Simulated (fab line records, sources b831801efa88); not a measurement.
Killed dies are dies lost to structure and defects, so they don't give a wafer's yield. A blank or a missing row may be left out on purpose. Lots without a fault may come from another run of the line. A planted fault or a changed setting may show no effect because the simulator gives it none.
Chamber matching | flow gf180mcu | GF_STI_CMP_25 on cmp-02: 4 sister chambers
The step polishes, stops on Si3N4, t overpolish 33 s, target thk 524.6 nm. 8 wafers are shown with their chamber, then 8 later ones without.

WAFERS WITH THEIR CHAMBER
wafer  | chamber | motor_current_A (A) | time_to_endpoint_s (s)
L213.2 | 3       | 13.2                | 125
L213.3 | 2       | 12.3                | 115
L216.4 | 1       | 11.4                | 122
L216.6 | 0       | 11.7                | 131
L227.2 | 0       | 11.2                | 120
L227.5 | 3       | 13.5                | 125
L227.6 | 2       | 11.9                | 116
L229.1 | 1       | 11.3                | 121

WAFERS WITHOUT THEIR CHAMBER
wafer  | motor_current_A (A) | time_to_endpoint_s (s)
L229.3 | 11.9                | 127
L229.4 | 11.8                | 118
L230.1 | 11.3                | 129
L230.4 | 13.6                | 125
L230.5 | 12.3                | 117
L233.2 | 11.3                | 125
L233.3 | 11.8                | 123
L233.4 | 13.6                | 128

WHICH CHAMBER EACH WENT THROUGH
wafer  | from the rows above          | in truth
L229.3 | can't be placed: 0 or 1 or 2 | 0
L229.4 | can't be placed: 2 or 1 or 0 | 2
L230.1 | can't be placed: 0 or 1      | 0
L230.4 | 3                            | 3
L230.5 | 2                            | 2
L233.2 | can't be placed: 0 or 1      | 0
L233.3 | can't be placed: 0 or 1 or 2 | 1
L233.4 | 3                            | 3
Placed correctly: 3 of 8. Can't be placed from these rows: 5 (the true chamber is among the candidates in 5). Placed wrongly: 0.
How it was worked out, from the rows above alone: a wafer's distance from a chamber is the root of the sum, over the readings, of the square of ((its reading less the chamber's mean) divided by the reading's scatter). The wafer belongs to the nearest chamber; if the next one is less than 2 further off, it can't be placed. A chamber's mean is the mean of its shown wafers. The scatter: the root of (the sum of the squares of (reading less its chamber's mean) over the shown wafers, divided by (wafers less chambers)).
